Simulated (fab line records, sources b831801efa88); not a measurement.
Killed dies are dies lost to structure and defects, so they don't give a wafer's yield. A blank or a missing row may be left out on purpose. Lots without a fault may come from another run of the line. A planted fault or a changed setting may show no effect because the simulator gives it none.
A struck lot beside a sound one | flow gf180mcu | 14 steps out of a route of 602
Sound: wafers L123.3, L123.4, L123.6. Struck: wafers L132.3, L132.4, L132.6. The cause comes at the end.
At each step with rows: each side's tool, then ch and its chambers, then its first start. Under that, the readings that differ: sound wafers | struck wafers | difference of the means | sigmas: that difference in standard deviations of wafers without a fault.
alike: readings whose means differ by less than 2 such deviations, and words and numbers that are the same on both sides. not compared: withheld readings, readings that some wafer has no value for, bounds like >300 that may hide the same value, and numbers for which the record gives no deviation and whose values overlap.
The two part at a step that has a row with sigmas, a row that says differs or no value, or rows on one side only. Numbers that don't overlap but have no deviation are shown without sigmas and don't part them. A reading that every wafer of one side lacks parts them only if that side has two wafers or more.

first, 5 steps without rows for these wafers: GF_V2_COAT_09 (resist thk 1000 nm); GF_V2_SOFTBAKE_10 (time 60 s); GF_V2_EXPOSE_11 (exposes mask Via2, target cd 260 nm); GF_V2_PEB_12 (peb time 90 s); GF_V2_DEVELOP_13 (develop time 60 s).
GF_V2_CD_MEAS_14: target cd 260 nm.
  sound on cd_sem-01, day 23 09:16; struck on cd_sem-01, day 26 05:46
  alike: cd_nm
GF_V2_OVL_MEAS_15:
  sound on overlay-01, day 23 09:21; struck on overlay-02, day 26 05:51
  alike: V2_OVL
GF_V2_ETCH_16: etches BARC in N2/H2.
  sound on rie_diel-02 ch 1,2, day 23 09:23; struck on rie_diel-04 ch 0,3, day 26 05:53
  alike: drypump_motor_current_A, oes_product_au, throttle_valve_pct
GF_V2_ETCH_17: etches SiO2 in C4F8/O2/Ar, stops on TiN, target depth 630 nm.
  sound on rie_diel-02 ch 1,2; struck on rie_diel-04 ch 0,3
  alike: oes_product_au
GF_V2_STRIP_18: strips in O2/N2.
  sound on plasma_asher-03 ch 0,1, day 23 09:32; struck on plasma_asher-03 ch 0,1, day 26 06:02
  alike: drypump_motor_current_A, heater_power_w, oes_product_au
  not compared: rf_hours_counter_h
then, 2 steps without rows for these wafers: GF_V2_STRIP_19 (strips in post etch residue remover, time 1200 s); GF_V2_CLEAN_20 (cleans in DIW).
GF_V2_SPUTTER_21: material Ti, target thk 15 nm, time 80.02 s.
  sound on pvd_sputter-03, day 23 10:02; struck on pvd_sputter-02, day 26 06:39
  no value came back on the struck wafers for cathode_dc_power_W (W), chamber_pressure_pa (Pa), throttle_valve_pct (%), time_s (s); on the sound wafers cathode_dc_power_W (W) reads 2500.1 2501.1 2500.3
GF_V2_SPUTTER_22: material TiN, target thk 10 nm, time 40 s.
  sound on pvd_sputter-03, day 23 10:06; struck on pvd_sputter-02, day 26 06:43
  alike: cathode_dc_power_W, chamber_pressure_pa, throttle_valve_pct

WHERE THEY PART
Only at GF_V2_SPUTTER_21, within this record. Later steps at which nothing parts them and some readings are alike: GF_V2_SPUTTER_22.

WHY: what the simulator had put in
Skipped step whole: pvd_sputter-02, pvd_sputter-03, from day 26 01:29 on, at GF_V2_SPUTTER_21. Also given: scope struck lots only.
